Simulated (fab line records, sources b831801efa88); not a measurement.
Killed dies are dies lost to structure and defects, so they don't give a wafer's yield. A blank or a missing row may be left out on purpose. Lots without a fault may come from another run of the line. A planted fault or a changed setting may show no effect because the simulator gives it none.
Chamber matching | flow sky130 | SKY_FIELD_ISO_ETCH_15 on rie_diel-01: 4 sister chambers
The step etches the open film in CHF3/O2, stops on Si, target depth 180 nm, time 72 s. 8 wafers are shown with their chamber, then 10 later ones without.

WAFERS WITH THEIR CHAMBER
wafer  | chamber | drypump_motor_current_A (A) | oes_product_au (a.u.)
L082.1 | 1       | 6.37                        | 0.938
L082.2 | 3       | 5.91                        | 0.937
L082.3 | 2       | 5.68                        | 0.938
L084.2 | 0       | 6.12                        | 0.954
L084.5 | 3       | 5.89                        | 0.957
L084.6 | 1       | 6.34                        | 0.946
L085.1 | 0       | 6.13                        | 0.962
L085.5 | 2       | 5.68                        | 0.954

WAFERS WITHOUT THEIR CHAMBER
wafer  | drypump_motor_current_A (A) | oes_product_au (a.u.)
L085.6 | 5.86                        | 0.950
L089.1 | 5.89                        | 0.936
L089.2 | 6.35                        | 0.934
L089.5 | 5.69                        | 0.937
L092.1 | 5.92                        | 0.940
L092.4 | 5.65                        | 0.931
L092.5 | 6.12                        | 0.947
L097.1 | 5.65                        | 0.945
L097.2 | 5.86                        | 0.942
L097.5 | 6.12                        | 0.946

WHICH CHAMBER EACH WENT THROUGH
wafer  | from the rows above | in truth
L085.6 | 3                   | 3
L089.1 | 3                   | 3
L089.2 | 1                   | 1
L089.5 | 2                   | 2
L092.1 | 3                   | 3
L092.4 | 2                   | 2
L092.5 | 0                   | 0
L097.1 | 2                   | 2
L097.2 | 3                   | 3
L097.5 | 0                   | 0
Placed correctly: 10 of 10. Can't be placed from these rows: 0. Placed wrongly: 0.
How it was worked out, from the rows above alone: a wafer's distance from a chamber is the root of the sum, over the readings, of the square of ((its reading less the chamber's mean) divided by the reading's scatter). The wafer belongs to the nearest chamber; if the next one is less than 2 further off, it can't be placed. A chamber's mean is the mean of its shown wafers. The scatter: the root of (the sum of the squares of (reading less its chamber's mean) over the shown wafers, divided by (wafers less chambers)).
